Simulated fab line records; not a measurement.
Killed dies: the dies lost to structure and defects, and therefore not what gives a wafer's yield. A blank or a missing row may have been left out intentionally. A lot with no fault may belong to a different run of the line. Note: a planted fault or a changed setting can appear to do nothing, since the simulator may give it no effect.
fab line records	flow sky130	part 1 of 2: steps 1 to 26 of 37
[record] lots = 5	wafers = 15	lastDay = 49
route steps=708 shown FIELD_ISO@6 NWELL@32 DNWELL@35
lots that met no fault: from a run of the same line without faults
startH: hours from the record's first day to the start of the lot's first wafer shown	waitH: hours from the lot's prior step to this one	" repeats the value in the row above	L1.1+2: a single row standing in for several wafers	- either no value or no given start	* or withheld: withheld	< > ~ a bound
route shown NAME@n: NAME is a module with steps in the file, n the number in the route of the first one	usual: mean/standard deviation taken from wafers without a fault	same: alike in all rows	chamber/n: place in a boat	sites: the reading at each site	_std_site: the standard deviation of these	_edge_site: mean of outer sites minus mean of inner sites	radiusMm: for every site, how far away it sits from the centre of the wafer	mask NAME#n: copy n	behind: the last tool/chamber to shape the wafer	hold: why the lot went on hold/how many hours it stayed there/how the hold came to an end	device: transistor that didn't switch, given as n, p or np	end of line: the same wafers' tests at the end of the route	where a step has no rows: the recipe by itself	killed: at the first sort, the dies lost to defects and structure; wafer yield is something else	map: a wafer's dies, marking killed ones x, the rest . and places with no die _
set.NAME: the setting as run; set.NAME@STEP: as run at that earlier step	model.NAME: the simulator's own value behind a step, which no gauge read
a table for each step, a row for each wafer; lots at some steps of the route
services: a tool's chamber out of use, with start hour (startH, from the record's first day; less than 0 if before it), hours out, and reason
[[steps]]
[step SKY_FIELD_ISO_DEHYDRATE_05]
[recipe] tempC = 200	timeS = 60
[usual] exhaustPa = 45.0/0.83
lot.wafer	tool	chamber	startH	waitH	exhaustPa
L075.3	lithoTrack-02	0	26.02	6.6	45.6
L075.4	"	0	"	"	44.1
L075.6	"	0	"	"	44.5
L076.3	lithoTrack-02	0	31.37	6.5	45.1
L076.5	"	0	"	"	44.9
L076.6	"	0	"	"	44.8
L082.1	lithoTrack-03	0	60.85	7.4	45.1
L082.2	"	0	"	"	47.0
L082.6	"	0	"	"	44.5
L086.1	lithoTrack-02	0	81.76	7.4	45.1
L086.4	"	0	"	"	45.2
L086.5	"	0	"	"	45.6
L092.1	lithoTrack-04	0	112.80	8.4	46.0
L092.4	"	0	"	"	46.2
L092.5	"	0	"	"	45.2
[step SKY_FIELD_ISO_HMDS_06]
[recipe] primeTimeS = 60	primeTempC = 120
[usual] exhaustPa = 44.7/0.94
[same] primeTimeS = 60
lot.wafer	tool	chamber	startH	waitH	exhaustPa
L075.3	lithoTrack-02	0	26.17	0.1	44.4
L075.4	"	0	"	"	44.8
L075.6	"	0	"	"	45.6
L076.3	lithoTrack-02	0	31.52	0.1	45.8
L076.5	"	0	"	"	43.6
L076.6	"	0	"	"	43.8
L082.1	lithoTrack-03	0	61.00	0.1	45.7
L082.2	"	0	"	"	46.4
L082.6	"	0	"	"	46.9
L086.1	lithoTrack-02	0	81.91	0.1	44.7
L086.4	"	0	"	"	45.3
L086.5	"	0	"	"	44.4
L092.1	lithoTrack-04	0	112.95	0.1	46.0
L092.4	"	0	"	"	46.1
L092.5	"	0	"	"	45.7
[step SKY_FIELD_ISO_COAT_07]
[recipe] resist = BARC	tempC = withheld	timeS = withheld	spinRpm = 3000	resistThkNm = 60
[usual] exhaustPa = 45.0/0.89	spinSpeedRpm = 2999.7/1.6
lot.wafer	tool	chamber	startH	waitH	exhaustPa	spinSpeedRpm
L075.3	lithoTrack-02	0	26.32	0.1	45.3	2998.8
L075.4	"	0	"	"	45.6	2998.0
L075.6	"	0	"	"	45.3	2997.5
L076.3	lithoTrack-02	0	31.67	0.1	43.1	3000.2
L076.5	"	0	"	"	45.2	3000.2
L076.6	"	0	"	"	44.0	2998.1
L082.1	lithoTrack-03	0	61.15	0.1	46.1	2999.2
L082.2	"	0	"	"	47.0	2999.5
L082.6	"	0	"	"	46.0	2999.5
L086.1	lithoTrack-02	0	82.06	0.1	45.6	3000.2
L086.4	"	0	"	"	45.9	2999.4
L086.5	"	0	"	"	46.6	3000.2
L092.1	lithoTrack-04	0	113.10	0.1	44.7	2999.8
L092.4	"	0	"	"	45.5	2999.5
L092.5	"	0	"	"	44.2	3000.5
[step SKY_FIELD_ISO_COAT_08]
[recipe] resist = KrF-thick	spinRpm = 3000	resistThkNm = 450
[usual] exhaustPa = 45.0/0.9	spinSpeedRpm = 3000.3/1.8
lot.wafer	tool	chamber	startH	waitH	exhaustPa	spinSpeedRpm
L075.3	lithoTrack-02	0	-	-	45.6	3001.2
L075.4	"	0	"	"	45.6	2997.3
L075.6	"	0	"	"	43.8	2999.0
L076.3	lithoTrack-02	0	-	-	45.6	2999.3
L076.5	"	0	"	"	44.8	3001.6
L076.6	"	0	"	"	45.6	2999.3
L082.1	lithoTrack-03	0	-	-	45.6	3000.4
L082.2	"	0	"	"	44.6	3000.8
L082.6	"	0	"	"	45.0	3000.3
L086.1	lithoTrack-02	0	-	-	45.4	2998.8
L086.4	"	0	"	"	44.8	2998.8
L086.5	"	0	"	"	45.5	2997.4
L092.1	lithoTrack-04	0	-	-	46.3	3001.4
L092.4	"	0	"	"	46.8	3004.3
L092.5	"	0	"	"	46.8	3001.3
[step SKY_FIELD_ISO_SOFTBAKE_09]
[recipe] tempC = 100	timeS = 90	resist = KrF-thick
[usual] exhaustPa = 45.1/1
lot.wafer	tool	chamber	startH	waitH	exhaustPa
L075.3	lithoTrack-02	0	-	-	45.6
L075.4	"	0	"	"	45.0
L075.6	"	0	"	"	44.4
L076.3	lithoTrack-02	0	-	-	44.8
L076.5	"	0	"	"	45.7
L076.6	"	0	"	"	46.1
L082.1	lithoTrack-03	0	-	-	43.6
L082.2	"	0	"	"	44.0
L082.6	"	0	"	"	43.1
L086.1	lithoTrack-02	0	-	-	45.2
L086.4	"	0	"	"	45.4
L086.5	"	0	"	"	45.4
L092.1	lithoTrack-04	0	-	-	43.9
L092.4	"	0	"	"	44.2
L092.5	"	0	"	"	43.8
[step SKY_FIELD_ISO_EXPOSE_10]
[recipe] maskId = FOM	na = 0.68	sourceShape = annular	sigmaInner = 0.4	sigmaOuter = 0.8	targetCdNm = 150	doseMj = 28
lot.wafer	tool	chamber	startH	waitH	mask
L075.3+4+6	krfScanner-01	0	-	-	FOM#0
L076.3+5+6	krfScanner-01	0	-	-	FOM#0
L082.1+2+6	krfScanner-01	0	-	-	FOM#0
L086.1+4+5	krfScanner-02	0	-	-	FOM#0
L092.1+4+5	krfScanner-01	0	-	-	FOM#0
[step SKY_FIELD_ISO_PEB_11]
[recipe] pebTempC = withheld	pebTimeS = withheld	resist = KrF-thick
[usual] exhaustPa = 45.2/0.92
lot.wafer	tool	chamber	startH	waitH	exhaustPa
L075.3	lithoTrack-03	0	-	-	45.6
L075.4	"	0	"	"	46.5
L075.6	"	0	"	"	46.3
L076.3	lithoTrack-04	0	-	-	45.5
L076.5	"	0	"	"	45.6
L076.6	"	0	"	"	44.5
L082.1	lithoTrack-04	0	-	-	44.6
L082.2	"	0	"	"	44.9
L082.6	"	0	"	"	44.6
L086.1	lithoTrack-02	0	-	-	43.8
L086.4	"	0	"	"	43.8
L086.5	"	0	"	"	44.0
L092.1	lithoTrack-03	0	-	-	44.8
L092.4	"	0	"	"	44.4
L092.5	"	0	"	"	44.8
[step SKY_FIELD_ISO_DEVELOP_12]
[recipe] developTimeS = 60	resist = KrF-thick	devTempC = 21
[usual] exhaustPa = 45.1/0.91
[same] developTimeS = 60
lot.wafer	tool	chamber	startH	waitH	exhaustPa
L075.3	lithoTrack-03	0	-	-	45.0
L075.4	"	0	"	"	42.9
L075.6	"	0	"	"	44.5
L076.3	lithoTrack-04	0	-	-	46.6
L076.5	"	0	"	"	45.5
L076.6	"	0	"	"	44.4
L082.1	lithoTrack-04	0	-	-	46.6
L082.2	"	0	"	"	45.9
L082.6	"	0	"	"	45.3
L086.1	lithoTrack-02	0	-	-	45.6
L086.4	"	0	"	"	44.9
L086.5	"	0	"	"	45.3
L092.1	lithoTrack-03	0	-	-	44.2
L092.4	"	0	"	"	44.6
L092.5	"	0	"	"	44.1
[step SKY_FIELD_ISO_CD_MEAS_13]
[recipe] targetCdNm = 150
[usual] cdNm = 150.3/1.5
lot.wafer	tool	chamber	startH	waitH	cdNm
L075.3	cdSem-01	-	33.70	-	148.5
L075.4	"	-	"	"	149.0
L075.6	"	-	"	"	147.8
L076.3	cdSem-01	-	39.89	-	150.5
L076.5	"	-	"	"	151.8
L076.6	"	-	"	"	149.8
L082.1	cdSem-02	-	69.25	-	148.8
L082.2	"	-	"	"	150.1
L082.6	"	-	"	"	149.3
L086.1	cdSem-01	-	91.06	-	150.8
L086.4	"	-	"	"	151.7
L086.5	"	-	"	"	150.1
L092.1	cdSem-02	-	122.65	-	151.5
L092.4	"	-	"	"	149.0
L092.5	"	-	"	"	148.2
[step SKY_FIELD_ISO_ETCH_14]
[recipe] chemistry = N2/H2	target = BARC	ionEnergyEv = 200	sourceW = 500	biasW = 100	pressureMtorr = 30	n2FlowSccm = 100	h2FlowSccm = 200	stopOn = SiO2	timeS = 45.9	targetDepthA = 600
[usual] drypumpMotorCurrentA = 5.7/0.32	h2FlowSccm = 200.1/0.65	oesProductAu = 0.855/0.0046	throttleValvePct = 13.226/0.0097
lot.wafer	tool	chamber	startH	waitH	drypumpMotorCurrentA	h2FlowSccm	oesProductAu	rfHoursCounterH	throttleValvePct
L075.3	rieDiel-02	0	33.78	0.1	5.1	199.9	0.855	47	13.221
L075.4	"	3	"	"	5.8	200.7	0.851	25	13.239
L075.6	"	1	"	"	5.7	200.8	0.855	-	13.214
L076.3	rieDiel-02	2	39.97	0.1	5.7	200.3	0.852	2	13.221
L076.5	"	2	"	"	5.7	200.4	0.851	-	13.227
L076.6	"	1	"	"	5.7	199.0	0.853	-	13.250
L082.1	rieDiel-04	1	69.37	0.1	5.9	200.2	0.854	110	13.219
L082.2	"	2	"	"	6.2	201.4	0.861	32	13.212
L082.6	"	2	"	"	6.2	201.0	0.858	-	13.222
L086.1	rieDiel-04	2	91.18	0.1	6.2	201.8	0.850	33	13.219
L086.4	"	1	"	"	5.8	200.4	0.855	110	13.227
L086.5	"	0	"	"	5.5	199.5	0.853	-	13.231
L092.1	rieDiel-04	2	122.77	0.1	6.2	199.5	0.856	33	13.221
L092.4	"	3	"	"	5.8	200.1	0.850	5	13.226
L092.5	"	0	"	"	5.4	200.7	0.862	-	13.211
[step SKY_FIELD_ISO_ETCH_15]
[recipe] chemistry = CHF3/O2	targetDepthNm = 180	stopOn = Si	sourceW = 600	biasW = 200	pressureMtorr = 40	chf3FlowSccm = 50	O2_flow_sccm = 5	timeS = 72
[usual] drypumpMotorCurrentA = 5.7/0.32	oesProductAu = 0.945/0.0075	throttleValvePct = 8.845/0.0099
lot.wafer	tool	chamber	startH	waitH	drypumpMotorCurrentA	oesProductAu	rfHoursCounterH	throttleValvePct
L075.3	rieDiel-02	0	33.82	0.0	5.1	0.946	47	8.838
L075.4	"	3	"	"	5.9	0.940	25	8.846
L075.6	"	1	"	"	5.6	0.951	-	8.860
L076.3	rieDiel-02	2	40.02	0.0	5.7	0.950	2	8.859
L076.5	"	2	"	"	5.7	0.952	-	8.825
L076.6	"	1	"	"	5.7	0.940	-	8.850
L082.1	rieDiel-04	1	69.42	0.0	5.8	0.945	110	8.837
L082.2	"	2	"	"	6.2	0.941	32	8.854
L082.6	"	2	"	"	6.2	0.942	-	8.846
L086.1	rieDiel-04	2	91.23	0.0	6.2	0.937	33	8.853
L086.4	"	1	"	"	5.9	0.946	110	8.844
L086.5	"	0	"	"	5.4	0.944	-	8.824
L092.1	rieDiel-04	2	122.82	0.0	6.1	0.950	33	8.848
L092.4	"	3	"	"	5.9	0.942	5	8.841
L092.5	"	0	"	"	5.4	0.957	-	8.847
[step SKY_FIELD_ISO_STRIP_16]
[recipe] chemistry = O2/N2	powerW = 1400	pressureMtorr = 1500	platenTempC = withheld	o2FlowSccm = 3000	n2FlowSccm = 300	overashFraction = 0.5
[usual] drypumpMotorCurrentA = 5.5/0.3	oesProductAu = 0.378/0.0049	stripTimeToEndpointS = 3.55/0.041
lot.wafer	tool	chamber	startH	waitH	drypumpMotorCurrentA	oesProductAu	rfHoursCounterH	stripTimeToEndpointS
L075.3	plasmaAsher-03	0	33.91	0.1	4.8	0.378	-	3.62
L075.4	"	1	"	"	5.8	0.377	-	3.55
L075.6	"	0	"	"	4.8	0.384	-	3.57
L076.3	plasmaAsher-02	0	40.11	0.1	5.9	0.379	-	3.58
L076.5	"	0	"	"	5.8	0.376	-	3.58
L076.6	"	1	"	"	5.5	0.382	-	3.51
L082.1	plasmaAsher-02	0	69.47	0.0	5.9	0.374	25	3.51
L082.2	"	1	"	"	5.6	0.378	25	3.52
L082.6	"	1	"	"	5.5	0.384	-	3.52
L086.1	plasmaAsher-03	1	91.28	0.0	5.9	0.377	41	3.51
L086.4	"	0	"	"	4.8	0.369	-	3.50
L086.5	"	0	"	"	4.8	0.381	-	3.56
L092.1	plasmaAsher-01	1	122.87	0.0	5.4	0.374	45	3.49
L092.4	"	1	"	"	5.3	0.379	-	3.50
L092.5	"	1	"	"	5.3	0.382	-	3.55
[step SKY_FIELD_ISO_ETCH_17]
[recipe] targetDepthA = 3420	maskMaterial = Si3N4	chemistry = HBr/Cl2/O2	target = Si	taperDeg = 5	icpW = 600	biasW = 150	pressureMtorr = 15	HBr_flow_sccm = 150	Cl2_flow_sccm = 40	O2_flow_sccm = 6	timeS = 97.7
[usual] drypumpMotorCurrentA = 5.8/0.49	oesProductAu = 1.005/0.017	throttleValvePct = 25.653/0.014
lot.wafer	tool	chamber	startH	waitH	drypumpMotorCurrentA	oesProductAu	rfHoursCounterH	throttleValvePct
L075.3	rieSi-02	1	33.97	0.0	5.8	0.981	3	25.671
L075.4	"	3	"	"	5.9	1.004	68	25.642
L075.6	"	3	"	"	5.9	1.006	-	25.645
L076.3	rieSi-02	1	40.17	0.0	5.8	0.996	3	25.653
L076.5	"	1	"	"	5.8	0.991	-	25.651
L076.6	"	0	"	"	5.8	0.988	-	25.660
L082.1	rieSi-01	2	69.57	0.1	5.3	1.028	104	25.648
L082.2	"	0	"	"	6.6	0.977	2	25.672
L082.6	"	3	"	"	6.5	1.008	-	25.658
L086.1	rieSi-01	1	91.38	0.1	5.1	1.023	127	25.642
L086.4	"	2	"	"	5.3	1.028	104	25.660
L086.5	"	1	"	"	5.2	1.027	-	25.624
L092.1	rieSi-01	3	122.97	0.1	6.4	1.014	98	25.643
L092.4	"	1	"	"	5.1	1.018	127	25.638
L092.5	"	0	"	"	6.6	0.981	-	25.657
[step SKY_FIELD_ISO_WET_ETCH_18]
[recipe] chemistry = H3PO4	targetDepthNm = 25	tempC = 160	target = Si3N4	timeS = 286
lot.wafer	tool	chamber	startH	waitH
L075.3+4+6	wetBench-02	3	34.04	0.0
L076.3+5+6	wetBench-01	1	40.24	0.0
L082.1+2+6	wetBench-02	2	69.64	0.0
L086.1+4+5	wetBench-01	3	91.45	0.0
L092.1+4+5	wetBench-01	0	123.04	0.0
[step SKY_FIELD_ISO_CLEAN_19]
[recipe] chemistry = SC1/SC2	mix = 1:4:20	tempC = 70	timeS = 150
lot.wafer	tool	chamber	startH	waitH
L075.3+4+6	wetBench-01	0	34.13	0.0
L076.3+5+6	wetBench-01	2	40.33	0.0
L082.1+2+6	wetBench-01	0	69.74	0.0
L086.1+4+5	wetBench-03	0	91.54	0.0
L092.1+4+5	wetBench-03	3	123.13	0.0
[step SKY_FIELD_ISO_CLEAN_20]
[recipe] chemistry = dHF	timeS = 20	dilution = 100:1
lot.wafer	tool	chamber	startH	waitH
L075.3+4+6	wetBench-03	1	34.18	0.0
L076.3+5+6	wetBench-01	1	40.38	0.0
L082.1+2+6	wetBench-03	2	69.79	0.0
L086.1+4+5	wetBench-02	1	91.60	0.0
L092.1+4+5	wetBench-01	0	123.18	0.0
[step SKY_FIELD_ISO_WET_ETCH_21]
[recipe] chemistry = dHF	dilution = 100:1	targetDepthNm = 20	dry = ipaMarangoni	target = SiO2	tempC = 25	timeS = 400
lot.wafer	tool	chamber	startH	waitH
L075.3+4+6	wetBench-02	2	34.20	0.0
L076.3+5+6	wetBench-01	0	40.39	0.0
L082.1+2+6	wetBench-02	3	69.81	0.0
L086.1+4+5	wetBench-01	3	91.62	0.0
L092.1+4+5	wetBench-03	2	123.20	0.0
[step SKY_FIELD_ISO_OXIDATION_22]
[recipe] tempC = 950	ambient = O2	stabiliseS = 600	purgeS = 300	targetThkA = 100	oxTimeS = 623
[usual] tubeCenterTempC = 950/0.094
[same] oxTimeS = 623
lot.wafer	tool	chamber	startH	waitH	tubeCenterTempC
L075.3	furnace-02	0	34.32	0.0	950
L075.4	"	0	"	"	950.03
L075.6	"	0	"	"	949.79
L076.3	furnace-01	0	42.42	1.9	949.85
L076.5	"	0	"	"	950.04
L076.6	"	0	"	"	949.94
L082.1	furnace-01	0	69.94	0.0	949.85
L082.2	"	0	"	"	949.96
L082.6	"	0	"	"	950
L086.1	furnace-01	0	91.74	0.0	950.1
L086.4	"	0	"	"	949.86
L086.5	"	0	"	"	949.92
L092.1	furnace-02	0	128.79	5.5	950.21
L092.4	"	0	"	"	950.07
L092.5	"	0	"	"	950.01
[step SKY_FIELD_ISO_THK_MEAS_23]
[recipe] reads = SiO2_of_FIELD_ISO_OXIDATION_22
[usual] FIELD_ISO_OXIDATION_01_THK = 10.08/0.18
lot.wafer	tool	chamber	startH	waitH	FIELD_ISO_OXIDATION_01_THK[nm]
L075.3	filmMetro-03	-	35.51	0.0	10.10
L075.4	"	-	"	"	10.06
L075.6	"	-	"	"	9.98
L076.3	filmMetro-03	-	43.62	0.0	10.21
L076.5	"	-	"	"	10.26
L076.6	"	-	"	"	10.16
L082.1	filmMetro-01	-	71.11	0.0	10.05
L082.2	"	-	"	"	10.28
L082.6	"	-	"	"	9.95
L086.1	filmMetro-02	-	92.91	0.0	9.86
L086.4	"	-	"	"	9.94
L086.5	"	-	"	"	9.99
L092.1	filmMetro-03	-	129.96	0.0	10.27
L092.4	"	-	"	"	10.43
L092.5	"	-	"	"	10.09
[step SKY_FIELD_ISO_CVD_24]
[recipe] material = SiO2	targetThkNm = 595	tempC = 650	sigmaOpenFrac = 0.3	timeS = 99.2	sih4FlowSccm = 60	pressureMtorr = 6
lot.wafer	tool	chamber	startH	waitH
L075.3+4+6	hdpcvd-02	2,1,2	35.55	0.0
L076.3+5+6	hdpcvd-01	1,1,0	43.66	0.0
L082.1+2+6	hdpcvd-02	0,1,0	71.17	0.1
L086.1+4+5	hdpcvd-02	0,0,1	92.97	0.1
L092.1+4+5	hdpcvd-02	0,0,1	130.02	0.1
[step SKY_FIELD_ISO_THK_MEAS_25]
[recipe] reads = SiO2_of_FIELD_ISO_CVD_24
[usual] FIELD_ISO_CVD_24_THK = 597/6.2
lot.wafer	tool	chamber	startH	waitH	FIELD_ISO_CVD_24_THK[nm]
L075.3	filmMetro-01	-	35.64	0.1	592
L075.4	"	-	"	"	596
L075.6	"	-	"	"	600
L076.3	filmMetro-02	-	43.75	0.1	586
L076.5	"	-	"	"	593
L076.6	"	-	"	"	593
L082.1	filmMetro-02	-	71.24	0.0	599
L082.2	"	-	"	"	599
L082.6	"	-	"	"	602
L086.1	filmMetro-02	-	93.04	0.0	597
L086.4	"	-	"	"	595
L086.5	"	-	"	"	590
L092.1	filmMetro-03	-	130.09	0.0	594
L092.4	"	-	"	"	599
L092.5	"	-	"	"	589
[step SKY_FIELD_ISO_ANNEAL_26]
[recipe] tempC = 1000	timeS = 1800	ambient = N2
[usual] tubeCenterTempC = 1000/0.093
lot.wafer	tool	chamber	startH	waitH	tubeCenterTempC
L075.3	furnace-02	0	35.68	0.0	1000.1
L075.4	"	0	"	"	999.96
L075.6	"	0	"	"	1000.1
L076.3	furnace-01	0	43.79	0.0	999.95
L076.5	"	0	"	"	999.78
L076.6	"	0	"	"	999.96
L082.1	furnace-02	0	72.47	1.2	1000.1
L082.2	"	0	"	"	1000.1
L082.6	"	0	"	"	999.93
L086.1	furnace-02	0	93.10	0.1	999.99
L086.4	"	0	"	"	1000
L086.5	"	0	"	"	1000
L092.1	furnace-02	0	131.37	1.3	1000.1
L092.4	"	0	"	"	999.87
L092.5	"	0	"	"	999.92
[step SKY_FIELD_ISO_CMP_27]
[recipe] stopOn = Si3N4	tOverpolishS = 16	downForcePsi = 4	platenRpm = 60	targetThkNm = 457.8	padVelocityMS = 0.94248
[usual] motorCurrentA = 12.0/1	overpolishRunS = 16.000/0.0095	platenRpm = 60.00/0.035	timeToEndpointS = 114/6
lot.wafer	tool	chamber	startH	waitH	motorCurrentA	overpolishRunS	platenRpm	timeToEndpointS
L075.4	cmp-02	0	37.18	0.0	12.6	16.002	60.02	111
L075.3	"	2	"	"	9.8	16.023	60.01	112
L075.6	"	1	"	"	12.2	16.005	60.01	118
L076.3	cmp-02	2	45.34	0.1	10.0	15.995	59.98	112
L076.5	"	1	"	"	12.6	15.995	59.99	118
L076.6	"	2	"	"	10.3	16.007	59.97	110
L082.1	cmp-01	3	74.02	0.1	11.9	16.008	60.00	113
L082.2	"	0	"	"	10.8	16.004	60.02	126
L082.6	"	3	"	"	11.6	16.011	59.98	112
L086.1	cmp-01	1	94.65	0.1	12.6	15.994	59.94	116
L086.4	"	2	"	"	13.0	16.003	59.96	118
L086.5	"	1	"	"	12.5	16.011	60.04	117
L092.1	cmp-01	2	132.87	0.0	12.9	15.996	59.95	120
L092.4	"	3	"	"	12.0	15.984	60.02	104
L092.5	"	3	"	"	12.0	16.009	59.96	103
[step SKY_FIELD_ISO_WET_ETCH_28]
[recipe] chemistry = dHF	targetDepthNm = 23.7	target = SiO2	dilution = 10:1	tempC = 25	timeS = 47
lot.wafer	tool	chamber	startH	waitH
L075.3+4+6	wetBench-02	1	37.48	0.1
L076.3+5+6	wetBench-03	0	45.59	0.2
L082.1+2+6	wetBench-02	1	74.27	0.2
L086.1+4+5	wetBench-01	1	94.90	0.2
L092.1+4+5	wetBench-03	2	133.17	0.2
[step SKY_FIELD_ISO_WET_ETCH_29]
[recipe] chemistry = H3PO4	targetDepthNm = 160	target = Si3N4	tempC = 160	timeS = 1825
lot.wafer	tool	chamber	startH	waitH
L075.3+4+6	wetBench-01	2	37.50	0.0
L076.3+5+6	wetBench-01	0	45.61	0.0
L082.1+2+6	wetBench-03	0	74.30	0.0
L086.1+4+5	wetBench-03	0	94.92	0.0
L092.1+4+5	wetBench-01	0	133.20	0.0
[step SKY_FIELD_ISO_WET_ETCH_30]
[recipe] chemistry = dHF	targetDepthNm = 25	target = SiO2	dilution = 10:1	tempC = 25	timeS = 50
lot.wafer	tool	chamber	startH	waitH
L075.3+4+6	wetBench-02	1	38.02	0.0
L076.3+5+6	wetBench-03	2	46.13	0.0
L082.1+2+6	wetBench-01	2	74.86	0.0
L086.1+4+5	wetBench-02	2	95.59	0.0
L092.1+4+5	wetBench-02	3	133.71	0.0
